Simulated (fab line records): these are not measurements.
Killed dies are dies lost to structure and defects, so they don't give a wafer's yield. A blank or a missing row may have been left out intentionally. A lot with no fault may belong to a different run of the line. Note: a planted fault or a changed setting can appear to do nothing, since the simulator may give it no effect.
Comparing a struck lot with a sound one / flow sky130 / 42 out of 708 route steps
Sound: these wafers, L210.4, L210.5, L210.6. Wafers L223.1, L223.4, L223.5 were the ones struck. The cause is given at the end.
Order at every step that has rows: each side's tool, ch and its chambers, its first start. Under that, the readings that differ: sound wafers / struck wafers / difference of the means / sigmas: that difference in standard deviations of wafers without a fault.
alike: a reading whose means differ by less than 2 such deviations, as well as words and numbers matching on both sides. not compared: withheld readings; readings where some wafer has no value; bounds like >300 that might hide an equal value; numbers whose values overlap and for which the record gives no deviation.
Wherever a step has rows on one side only, a row that says differs or no value, or a row with sigmas, the two part there. Non-overlapping numbers with no deviation appear without sigmas and do not part them. A reading missing from all wafers of one side parts the sides only when that side holds two or more wafers.

first, 5 steps without rows for these wafers: SKY_GATE_OXIDE_COAT_05 (resist thk 1140 nm); SKY_GATE_OXIDE_SOFTBAKE_06 (time 60 s); SKY_GATE_OXIDE_EXPOSE_07 (exposes mask LVOM, target cd 600 nm); SKY_GATE_OXIDE_PEB_08; SKY_GATE_OXIDE_DEVELOP_09 (develop time 60 s).
SKY_GATE_OXIDE_OVL_MEAS_10:
  sound on overlay-02 at day 13 11:48; struck on overlay-01 at day 18 13:31
  alike: GATE_OXIDE_OVL
then, 2 steps without rows for these wafers: SKY_GATE_OXIDE_IMPLANT_11; SKY_GATE_OXIDE_WET_ETCH_12 (etches SiO2 in dHF, target depth 16.8 nm, time 336 s).
SKY_GATE_OXIDE_STRIP_13: strips in O2/N2.
  sound on plasma asher-03 ch 0,1, day 13 12:07; struck on plasma asher-01 ch 0,1, day 18 13:49
  alike: drypump motor current A, oes product au, strip time to endpoint s
  not compared: rf hours counter h
SKY_GATE_OXIDE_TW_MEAS_14:
  sound on film metro-02 at day 13 12:13; struck on film metro-04 at day 18 13:55
  alike: GATE_OXIDE_TW
then, 2 steps without rows for these wafers: SKY_GATE_OXIDE_CLEAN_15 (cleans in SC1/SC2, time 150 s); SKY_GATE_OXIDE_OXIDATION_16 (stabilise 600 s, purge 300 s, target thk 3.57 nm).
SKY_POLY_GATE_CVD_00: deposits poly-Si, target thk 180 nm, time 720 s.
  sound on lpcvd-01 ch 0, day 13 14:49; struck on lpcvd-01 ch 0, day 18 16:07
reading=spike tc bottom C (C); sound=639.9 641.6 639.6; struck=634.6 635.0 634.0; difference=-5.8; sigmas=-3
reading=spike tc centre C (C); sound=620.8 619.2 622.1; struck=615.0 616.1 616.5; difference=-4.8; sigmas=-4
reading=spike tc lower C (C); sound=620.8 619.4 620.6; struck=614.8 614.5 614.6; difference=-5.6; sigmas=-5
reading=spike tc top C (C); sound=650.9 649.0 647.9; struck=642.8 642.6 643.7; difference=-6.2; sigmas=-4
reading=spike tc upper C (C); sound=622.7 619.3 620.6; struck=612.3 614.2 614.5; difference=-7.2; sigmas=-7
reading=susceptor temp C (C); sound=619.84 620.11 620.59; struck=613.63 613.95 614.11; difference=-6.28; sigmas=-23
reading=model.poly-Si_of_POLY_GATE_CVD_00.thk nm (nm); sound=178.6 177.3 176.4; struck=151.6 152 151.2; difference=-25.8; sigmas=
SKY_POLY_GATE_THK_MEAS_01:
  sound on film metro-02 at day 13 16:03; struck on film metro-02 at day 18 17:19
reading=POLY_GATE_CVD_00_THK (nm); sound=178.6 177.3 176.4; struck=151.5 152.0 151.2; difference=-25.9; sigmas=-13
then, 8 steps without rows for these wafers: SKY_RES_PROTECT_DEHYDRATE_00 (time 60 s); SKY_RES_PROTECT_HMDS_01 (prime time 60 s); SKY_RES_PROTECT_COAT_02 (resist thk 1140 nm); SKY_RES_PROTECT_SOFTBAKE_03 (time 60 s); SKY_RES_PROTECT_EXPOSE_04 (exposes mask RPM, target cd 1270 nm); SKY_RES_PROTECT_PEB_05; SKY_RES_PROTECT_DEVELOP_06 (develop time 60 s); SKY_POLY_GATE_IMPLANT_02.
SKY_RES_PROTECT_STRIP_07: strips in O2/N2.
  sound on plasma asher-02 ch 0,1, day 14 18:09; struck on plasma asher-01 ch 0,1, day 20 00:06
  alike: drypump motor current A, oes product au, strip time to endpoint s
  not compared: rf hours counter h
SKY_RES_PROTECT_TW_MEAS_08:
  sound on film metro-02 at day 14 18:15; struck on film metro-03 at day 20 00:12
  alike: POLY_GATE_TW
SKY_RES_PROTECT_CLEAN_09: cleans in SC1/SC2, time 150 s.
  sound on wet bench-01 ch 0, day 14 18:17; struck on wet bench-01 ch 2, day 20 00:16
reading=model.poly-Si_of_POLY_GATE_CVD_00.thk nm (nm); sound=178 176.6 175.8; struck=150.9 151.4 150.5; difference=-25.9; sigmas=
  alike: bath heat duty pct
then, 1 step without rows for these wafers: SKY_POLY_GATE_CVD_03 (deposits Si3N4 from DCS/NH3, target thk 75 nm, time 1290 s).
SKY_POLY_GATE_THK_MEAS_04:
  sound on film metro-01 at day 14 20:27; struck on film metro-04 at day 20 01:40
  alike: POLY_GATE_CVD_03_THK
then, 8 steps without rows for these wafers: SKY_POLY_GATE_DEHYDRATE_05 (time 60 s); SKY_POLY_GATE_HMDS_06 (prime time 60 s); SKY_POLY_GATE_COAT_07 (resist thk 110 nm); SKY_POLY_GATE_COAT_08 (resist thk 450 nm); SKY_POLY_GATE_SOFTBAKE_09 (time 90 s); SKY_POLY_GATE_EXPOSE_10 (exposes mask P1M, target cd 150 nm); SKY_POLY_GATE_PEB_11; SKY_POLY_GATE_DEVELOP_12 (develop time 60 s).
SKY_POLY_GATE_CD_MEAS_13 targets a cd of 150 nm.
  sound on cd sem-01 at day 15 23:37; struck on cd sem-01 at day 21 08:39
  alike: cd nm
SKY_POLY_GATE_OVL_MEAS_14:
  sound on overlay-02 at day 15 23:41; struck on overlay-02 at day 21 08:46
reading=POLY_GATE_OVL (nm); sound=10 10 8; struck=-3 -11 -3; difference=-15; sigmas=-3
SKY_POLY_GATE_ETCH_15: etches BARC in N2/H2, stops on SiO2, time 118.5 s, target depth 110 nm.
  sound on rie diel-04 ch 0,2,3, day 15 23:42; struck on rie diel-01 ch 0,2,3, day 21 08:48
  alike: drypump motor current A, oes product au, throttle valve pct
  not compared: rf hours counter h
SKY_POLY_GATE_ETCH_16: etches Si3N4 in CH3F/O2, stops on poly-Si, time 147.5 s, target depth 75 nm.
  sound on rie diel-04 ch 0,2,3, day 15 23:47; struck on rie diel-01 ch 0,2,3, day 21 08:53
  alike: drypump motor current A, oes product au, throttle valve pct
  not compared: rf hours counter h
SKY_POLY_GATE_ETCH_17: etches poly-Si in HBr/Cl2, stops on SiO2, target depth 180 nm, time 70.5 s.
  sound on rie si-02 ch 1,2,3, day 15 23:53; struck on rie si-02 ch 1,2,3, day 21 08:59
reading=oes product au (a.u.); sound=0.976 0.986 0.977; struck=0.884 0.883 0.878; difference=-0.098; sigmas=-12
reading=model.POLY_GATE.feature depth nm (nm); sound=178 176.6 175.8; struck=150.9 151.4 150.5; difference=-25.9; sigmas=
reading=model.etch.depth nm (nm); sound=178 176.6 175.8; struck=150.9 151.4 150.5; difference=-25.9; sigmas=
  alike: HBr_flow_sccm, drypump motor current A, throttle valve pct
  not compared: rf hours counter h
SKY_POLY_GATE_STRIP_18: strips in O2/N2.
  sound on plasma asher-02 ch 0,1, day 15 23:58; struck on plasma asher-01 ch 1, day 21 09:02
  alike: drypump motor current A, oes product au, strip time to endpoint s
  not compared: rf hours counter h
-- here the record skips 28 days between the struck wafers' starts before and after, leaving off in module POLY_GATE and picking up in module PAD_OPEN (first step shown: number 708 of the route) --
SKY_PAD_OPEN_PROBE_99:
  sound on prober-02 at day 45 11:15; struck on prober-01 at day 49 00:31
reading=model.etest.res high po.line ohm um; sound=738.8 758.4 759.6; struck=863.7 829.2 859.4; difference=+98.5; sigmas=
reading=model.etest.res poly.line ohm um; sound=515.1 530 521.4; struck=589.6 583.8 592.9; difference=+66.6; sigmas=
reading=model.etest.res high po.rs ohm sq; sound=261.1 267.3 267.1; struck=299.8 297.4 301.9; difference=+34.5; sigmas=
reading=model.etest.res poly.rs ohm sq; sound=48 48.38 48.91; struck=56.88 56.35 56.77; difference=+8.24; sigmas=
reading=model.etest.cap li to poly.c af um2; sound=96.91 99.14 96.75; struck=91.07 92.21 89.67; difference=-6.62; sigmas=
  alike: killed_at_M0_to_M3, killed_at_M4_up, killed at contacts, killed at front end, killed at other, killed dies, killed open, killed short

== WHERE THEY PART ==
Last at SKY_POLY_GATE_ETCH_17 as far as this record goes, first at SKY_POLY_GATE_CVD_00. Later steps at which nothing parts them and some readings are alike: SKY_POLY_GATE_STRIP_18, SKY_PAD_OPEN_PROBE_99.

WHY: what had been put in by the simulator
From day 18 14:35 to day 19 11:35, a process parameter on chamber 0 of lpcvd-01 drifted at SKY_POLY_GATE_CVD_00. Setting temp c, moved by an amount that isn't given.
